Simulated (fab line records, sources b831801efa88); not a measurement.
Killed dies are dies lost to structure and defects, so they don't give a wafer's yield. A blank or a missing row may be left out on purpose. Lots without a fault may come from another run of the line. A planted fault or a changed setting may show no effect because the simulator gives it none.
Tool commonality check | flow sky130 | 11 lots, 33 wafers sampled

WHY IT WAS OPENED
At SKY_LDD_LDN_TW_MEAS_13 the reading LDD_LDN_TW is flagged on 2 of 11 lots. Wafers without a fault read 1486, standard deviation 19.
Rule: a lot is flagged when every wafer of it that has a number lies more than 4 standard deviations from that mean, or none has a number. The other lots count as sound.

lot  | measured     | on            | LDD_LDN_TW, wafer by wafer | flag
L119 | day 23 16:09 | film_metro-03 | 1508 1504 1500             |
L120 | day 23 19:13 | film_metro-02 | 1465 1469 1467             |
L121 | day 23 23:50 | film_metro-01 | 1502 1492 1499             |
L122 | day 24 04:33 | film_metro-02 | 1460 1468 1463             |
L124 | day 25 04:16 | film_metro-02 | 1464 1465 1457             |
L133 | day 28 05:33 | film_metro-02 | 1374 1363 1369             | FLAGGED
L134 | day 28 14:58 | film_metro-02 | 1367 1363 1367             | FLAGGED
L136 | day 29 12:31 | film_metro-01 | 1497 1508 1500             |
L137 | day 29 19:02 | film_metro-01 | 1512 1504 1504             |
L138 | day 29 21:42 | film_metro-03 | 1506 1504 1498             |
L140 | day 30 07:36 | film_metro-02 | 1449 1453 1450             |
The numbers of the flagged lots are 1367 on average: -119 against the usual, or -6 standard deviations.

WHICH TOOL RAN EACH LOT
The record holds 3 process steps before the reading, out of a route of 708 steps. In each cell: the tool, then ch and the chambers that the sampled wafers went through, then the start.
lot  | flag    | SKY_POLY_GATE_ETCH_15              | SKY_POLY_GATE_ETCH_17            | SKY_LDD_LDN_IMPLANT_09
L119 |         | rie_diel-02 ch 1,2,3, day 17 00:19 | rie_si-02 ch 0,1,2, day 17 00:29 | implanter-03 ch 0, day 23 15:36
L120 |         | rie_diel-01 ch 1,2,3, day 17 05:37 | rie_si-02 ch 0,2,3, day 17 05:47 | implanter-04 ch 0, day 23 18:41
L121 |         | rie_diel-04 ch 0,2,3, day 17 12:07 | rie_si-02 ch 0,1,2, day 17 12:17 | implanter-03 ch 0, day 23 23:17
L122 |         | rie_diel-01 ch 2,3, day 17 14:16   | rie_si-02 ch 0,1,3, day 17 14:28 | implanter-03 ch 0, day 24 04:00
L124 |         | rie_diel-04 ch 0,1,3, day 18 15:13 | rie_si-01 ch 0,2, day 18 15:23   | implanter-03 ch 0, day 25 03:44
L133 | FLAGGED | rie_diel-04 ch 0,3, day 21 21:59   | rie_si-02 ch 0,2, day 21 22:10   | implanter-03 ch 0, day 28 05:00
L134 | FLAGGED | rie_diel-04 ch 0,3, day 22 06:11   | rie_si-01 ch 0,2,3, day 22 06:22 | implanter-03 ch 0, day 28 14:28
L136 |         | rie_diel-01 ch 0,1,2, day 23 07:13 | rie_si-01 ch 0,2, day 23 07:24   | implanter-02 ch 0, day 29 11:59
L137 |         | rie_diel-02 ch 0,2,3, day 23 11:57 | rie_si-02 ch 0,1,3, day 23 12:07 | implanter-04 ch 0, day 29 18:32
L138 |         | rie_diel-01 ch 0,1,2, day 23 17:04 | rie_si-01 ch 0,1, day 23 17:15   | implanter-04 ch 0, day 29 21:10
L140 |         | rie_diel-01 ch 0,1, day 24 04:58   | rie_si-01 ch 1,3, day 24 05:09   | implanter-02 ch 0, day 30 07:03
What these steps do:
- SKY_POLY_GATE_ETCH_15: etches BARC in N2/H2, stops on SiO2, time 118.5 s, target depth 110 nm.
- SKY_POLY_GATE_ETCH_17: etches poly-Si in HBr/Cl2, stops on SiO2, target depth 180 nm, time 70.5 s.
- SKY_LDD_LDN_IMPLANT_09
- SKY_LDD_LDN_TW_MEAS_13

FLAGGED OVER TOTAL, TOOL BY TOOL (the gauges that took the reading come last)
step                   | tool          | lots run | flagged | share of the flagged lots | sound lots run after its first flagged lot
SKY_POLY_GATE_ETCH_15  | rie_diel-01   | 5        | 0       | none                      | -
SKY_POLY_GATE_ETCH_15  | rie_diel-02   | 2        | 0       | none                      | -
SKY_POLY_GATE_ETCH_15  | rie_diel-04   | 4        | 2       | all                       | 0
SKY_POLY_GATE_ETCH_17  | rie_si-01     | 5        | 1       | some                      | 3 (L136,L138,L140)
SKY_POLY_GATE_ETCH_17  | rie_si-02     | 6        | 1       | some                      | 1 (L137)
SKY_LDD_LDN_IMPLANT_09 | implanter-02  | 2        | 0       | none                      | -
SKY_LDD_LDN_IMPLANT_09 | implanter-03  | 6        | 2       | all                       | 0
SKY_LDD_LDN_IMPLANT_09 | implanter-04  | 3        | 0       | none                      | -
SKY_LDD_LDN_TW_MEAS_13 | film_metro-01 | 3        | 0       | none                      | -
SKY_LDD_LDN_TW_MEAS_13 | film_metro-02 | 6        | 2       | all                       | 1 (L140)
SKY_LDD_LDN_TW_MEAS_13 | film_metro-03 | 2        | 0       | none                      | -

WHAT THE TABLE ALLOWS
3 rows of the table ran every flagged lot: rie_diel-04 at SKY_POLY_GATE_ETCH_15, implanter-03 at SKY_LDD_LDN_IMPLANT_09, film_metro-02 at SKY_LDD_LDN_TW_MEAS_13.
- rie_diel-04 at SKY_POLY_GATE_ETCH_15: 2 of its 4 lots flagged. Its last sound lot is L124 (day 18 15:13), its first flagged lot L133 (day 21 21:59): a fault that began between those two fits.
- implanter-03 at SKY_LDD_LDN_IMPLANT_09: 2 of its 6 lots flagged. Its last sound lot is L124 (day 25 03:44), its first flagged lot L133 (day 28 05:00): a fault that began between those two fits. Its own readings lie more than 4 standard deviations out on every wafer of the flagged lots: dose_ions_cm2, faraday_current_uA.
- film_metro-02 at SKY_LDD_LDN_TW_MEAS_13: 2 of its 6 lots flagged. Sound lots ran on it after the first flagged one (L140), which a lasting fault on the whole tool wouldn't allow.
Counting lots can't tell these 2 tools apart, because each fits a fault that began at some hour. More lots, or a look at what each step does to the wafer, might.

WHAT THE SIMULATOR HAD PUT IN
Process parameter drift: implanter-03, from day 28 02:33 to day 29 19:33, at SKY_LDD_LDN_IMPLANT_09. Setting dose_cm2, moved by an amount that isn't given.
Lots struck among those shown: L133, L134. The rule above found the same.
